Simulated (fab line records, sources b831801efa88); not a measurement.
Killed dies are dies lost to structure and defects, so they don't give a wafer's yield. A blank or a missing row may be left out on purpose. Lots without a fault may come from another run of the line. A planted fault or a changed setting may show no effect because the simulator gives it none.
Chamber matching | flow gf180mcu | GF_PASSIVATION_ETCH_11 on rie_diel-02: 4 sister chambers
The step etches the open film in CF4/O2, stops on TiN, target depth 2040 nm, time 453.3 s. 4 wafers are shown with their chamber, then 9 later ones without.

WAFERS WITH THEIR CHAMBER
wafer  | chamber | drypump_motor_current_A (A)
L088.5 | 2       | 6.4
L092.4 | 3       | 5.3
L092.5 | 0       | 6.2
L092.6 | 1       | 5.4

WAFERS WITHOUT THEIR CHAMBER
wafer  | drypump_motor_current_A (A)
L093.1 | 5.4
L093.5 | 5.4
L093.6 | 6.4
L095.1 | 6.4
L095.4 | 5.2
L095.6 | 5.3
L096.3 | 6.4
L096.4 | 5.4
L096.6 | 6.4

WHICH CHAMBER EACH WENT THROUGH
wafer  | from the rows above | in truth
L093.1 | 1                   | 1
L093.5 | 1                   | 1
L093.6 | 2                   | 2
L095.1 | 2                   | 2
L095.4 | 3                   | 3
L095.6 | 3                   | 3
L096.3 | 2                   | 2
L096.4 | 1                   | 1
L096.6 | 2                   | 2
Placed correctly: 9 of 9. Can't be placed from these rows: 0. Placed wrongly: 0.
How it was worked out, from the rows above alone: a wafer's distance from a chamber is the root of the sum, over the readings, of the square of ((its reading less the chamber's mean) divided by the reading's scatter). The wafer belongs to the nearest chamber; if the next one is less than 2 further off, it can't be placed. A chamber's mean is the mean of its shown wafers. The scatter: with one shown wafer a chamber, the root of the mean of the squares of how far each hidden wafer lies from its nearest shown one.
